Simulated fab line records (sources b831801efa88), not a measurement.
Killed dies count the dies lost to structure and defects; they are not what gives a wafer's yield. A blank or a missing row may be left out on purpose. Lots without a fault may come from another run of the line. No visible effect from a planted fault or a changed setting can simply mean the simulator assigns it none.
What tool caused it? | flow gf180mcu | 13 lots with 39 wafers sampled at 6 steps, on a route of 602 steps

## WHAT THE GAUGES READ, wafer by wafer
GF_STI_THK_MEAS_22. Usual: STI_OXIDATION_01_THK gives 14.86 nm (standard deviation 0.28).
lot  | measured    | on            | STI_OXIDATION_01_THK (nm) | flag
L741 | day 2 13:38 | film metro-02 | 15.13 15.25 15.18         |
L742 | day 2 19:05 | film metro-01 | 14.71 14.56 14.46         |
L743 | day 3 00:19 | film metro-02 | 14.76 14.64 14.65         |
L744 | day 3 01:26 | film metro-02 | 15.02 15.19 15.10         |
L745 | day 3 05:08 | film metro-01 | 14.75 14.48 14.75         |
L748 | day 4 00:28 | film metro-02 | 14.68 14.99 14.97         |
L749 | day 4 02:01 | film metro-03 | 14.76 14.84 14.75         |
L750 | day 4 07:23 | film metro-03 | 14.64 14.58 14.50         |
L751 | day 4 12:43 | film metro-01 | 14.37 14.66 14.62         |
L752 | day 4 18:00 | film metro-02 | 15.34 15.30 15.05         |
L758 | day 6 01:51 | film metro-02 | 14.92 14.83 15.12         |
L762 | day 6 21:23 | film metro-02 | 15.15 15.14 15.30         |
L763 | day 7 01:24 | film metro-01 | 15.06 15.33 15.19         |

GF_DNWELL_TW_MEAS_09. Usual: DNWELL_TW gives 1339 (standard deviation 19).
lot  | measured    | on            | DNWELL_TW      | flag
L741 | day 3 05:07 | film metro-02 | 1326 1319 1320 |
L742 | day 3 12:07 | film metro-04 | 1361 1354 1360 |
L743 | day 3 15:46 | film metro-02 | 1310 1315 1321 |
L744 | day 3 17:58 | film metro-03 | 1326 1323 1322 |
L745 | day 3 20:47 | film metro-04 | 1365 1363 1357 |
L748 | day 4 16:40 | film metro-04 | 1368 1360 1355 |
L749 | day 4 18:49 | film metro-04 | 1356 1366 1364 |
L750 | day 4 23:31 | film metro-02 | 1321 1322 1317 |
L751 | day 5 05:43 | film metro-03 | 1328 1337 1331 |
L752 | day 5 10:40 | film metro-04 | 1353 1356 1356 |
L758 | day 6 18:43 | film metro-02 | 1317 1316 1322 |
L762 | day 7 16:25 | film metro-03 | 1335 1328 1330 |
L763 | day 7 20:46 | film metro-02 | 1321 1329 1325 |

GF_MVSD_OVL_MEAS_07. Usual: MVSD_OVL gives -0.4 nm (standard deviation 1.7).
lot  | measured     | on         | MVSD_OVL (nm)  | flag
L741 | day 4 21:43  | overlay-01 | -2.4 -2.2 -2.8 |
L742 | day 5 04:41  | overlay-01 | -4.1 -5.5 -3.9 |
L743 | day 5 07:57  | overlay-01 | -2.1 -1.8 -3.1 |
L744 | day 5 10:28  | overlay-02 | -0.3 2.3 0.5   |
L745 | day 5 12:34  | overlay-01 | -0.7 -0.7 -0.2 |
L748 | day 6 11:42  | overlay-02 | 3.8 -2.5 1.4   |
L749 | day 6 14:32  | overlay-02 | 0.6 -0.8 -0.1  |
L750 | day 6 19:35  | overlay-02 | 1.7 0.7 2.4    |
L751 | day 7 01:34  | overlay-01 | -0.5 -0.7 -2.2 |
L752 | day 7 08:20  | overlay-02 | -0.5 -0.1 0.1  |
L758 | day 8 19:52  | overlay-02 | -0.7 1.4 0.7   |
L762 | day 9 18:52  | overlay-01 | 1.1 -1.0 -1.8  |
L763 | day 10 00:34 | overlay-02 | -0.5 0.0 0.7   |

GF_VT_IMPLANT_OVL_MEAS_07. Usual: VT_IMPLANT_OVL gives -0.4 nm (standard deviation 1.3).
lot  | measured     | on         | VT_IMPLANT_OVL (nm) | flag
L741 | day 6 02:19  | overlay-02 | 2.0 1.2 1.1         |
L742 | day 6 09:55  | overlay-01 | 0.3 0.6 -1.2        |
L743 | day 6 12:57  | overlay-02 | -2.7 -0.7 -1.6      |
L744 | day 6 16:31  | overlay-01 | 0.9 0.7 -0.3        |
L745 | day 6 17:40  | overlay-02 | -0.5 0.5 -0.6       |
L748 | day 7 18:50  | overlay-02 | -0.4 1.1 0.1        |
L749 | day 7 22:07  | overlay-01 | -0.7 -0.8 -1.3      |
L750 | day 8 03:56  | overlay-01 | -2.7 -0.6 -2.3      |
L751 | day 8 10:52  | overlay-01 | -0.1 -0.6 -0.6      |
L752 | day 8 17:57  | overlay-02 | 2.1 2.1 1.4         |
L758 | day 10 07:18 | overlay-01 | - - -               | OFF
L762 | day 11 06:58 | overlay-02 | 1.4 0.1 0.4         |
L763 | day 11 14:06 | overlay-01 | -1.1 -1.7 -2.4      |

GF_VT_IMPLANT_TW_MEAS_10. Usual: VT_IMPLANT_TW gives 556 (standard deviation 8.3).
lot  | measured     | on            | VT_IMPLANT_TW | flag
L741 | day 6 02:35  | film metro-01 | 556 561 555   |
L742 | day 6 10:11  | film metro-01 | 556 556 558   |
L743 | day 6 13:14  | film metro-01 | 562 561 556   |
L744 | day 6 16:49  | film metro-02 | 551 549 547   |
L745 | day 6 17:58  | film metro-02 | 551 548 550   |
L748 | day 7 19:08  | film metro-01 | 559 557 556   |
L749 | day 7 22:23  | film metro-02 | 548 552 548   |
L750 | day 8 04:14  | film metro-01 | 558 557 559   |
L751 | day 8 11:08  | film metro-01 | 558 558 558   |
L752 | day 8 18:14  | film metro-04 | 562 566 565   |
L758 | day 10 07:35 | film metro-02 | 29 30 30      | OFF
L762 | day 11 07:15 | film metro-02 | 549 549 549   |
L763 | day 11 14:38 | film metro-04 | 565 566 568   |

## EACH LOT AND THE TOOL THAT RAN IT (in order: tool; ch and the chambers of the sampled wafers; start)
lot  | GF_VT_IMPLANT_EXPOSE_04
L741 | iline stepper-01 ch 0, day 5 19:37
L742 | iline stepper-02 ch 0, day 6 02:35
L743 | iline stepper-02 ch 0, day 6 05:59
L744 | iline stepper-02 ch 0, day 6 09:05
L745 | iline stepper-02 ch 0, day 6 10:34
L748 | iline stepper-01 ch 0, day 7 10:58
L749 | iline stepper-01 ch 0, day 7 14:27
L750 | iline stepper-02 ch 0, day 7 20:17
L751 | iline stepper-01 ch 0, day 8 02:34
L752 | iline stepper-01 ch 0, day 8 10:24
L758 | iline stepper-02 ch 0, day 9 23:05
L762 | iline stepper-01 ch 0, day 10 22:24
L763 | iline stepper-02 ch 0, day 11 04:46
- GF_VT_IMPLANT_EXPOSE_04: exposes mask LVPWELL LV AREA, target cd 600 nm.

## AS READ BY THE TOOLS THEMSELVES (means over the sampled wafers that have a number; for cases with no such wafer, the mark the record gives instead)
GF_VT_IMPLANT_EXPOSE_04. Usual: exposure dose mJ cm2 139.98, standard deviation 0.16; stage vel mm s 500.01 mm/s, standard deviation 0.25.
lot  | tool             | exposure dose mJ cm2 | stage vel mm s (mm/s) | flag
L741 | iline stepper-01 | 139.94               | 499.62                |
L742 | iline stepper-02 | 139.99               | 500.10                |
L743 | iline stepper-02 | 139.92               | 500.16                |
L744 | iline stepper-02 | 139.94               | 499.58                |
L745 | iline stepper-02 | 140.01               | 500.31                |
L748 | iline stepper-01 | 139.66               | 500.09                |
L749 | iline stepper-01 | 140.04               | 500.00                |
L750 | iline stepper-02 | 140.01               | 500.01                |
L751 | iline stepper-01 | 139.99               | 500.14                |
L752 | iline stepper-01 | 139.91               | 499.78                |
L758 | iline stepper-02 | 140.17               | 499.95                |
L762 | iline stepper-01 | 139.88               | 499.54                |
L763 | iline stepper-02 | 140.04               | 500.04                |

## THE ANSWER, worked out from the rows above alone
Rule: take the mean of a lot's wafers that have a number; if it is more than 3 standard deviations from the usual mean, the lot is off. A lot without any number at a reading at which 4 lots or more have one is off too. Any other lot the step has rows for is counted as sound. First the gauges in route order, then the tools' own readings, where a lot's mean is used as printed above. The first step at which some lot is off is used, and at that step the reading that is off furthest; a lot without a number counts as furthest.
Off: L758, seen at GF_VT_IMPLANT_OVL_MEAS_07 (VT_IMPLANT_OVL). Without a number there: L758.
If a tool, at a process step before that reading, ran all the lots that are off and no sound lot after the first of them, it fits. Not tried: the gauges at GF_VT_IMPLANT_OVL_MEAS_07; whatever is off there is also off at GF_VT_IMPLANT_TW_MEAS_10, on other tools, and gauge error can't account for it. Not one of the candidates tried fits.

## WHAT THE SIMULATOR HAD PUT IN
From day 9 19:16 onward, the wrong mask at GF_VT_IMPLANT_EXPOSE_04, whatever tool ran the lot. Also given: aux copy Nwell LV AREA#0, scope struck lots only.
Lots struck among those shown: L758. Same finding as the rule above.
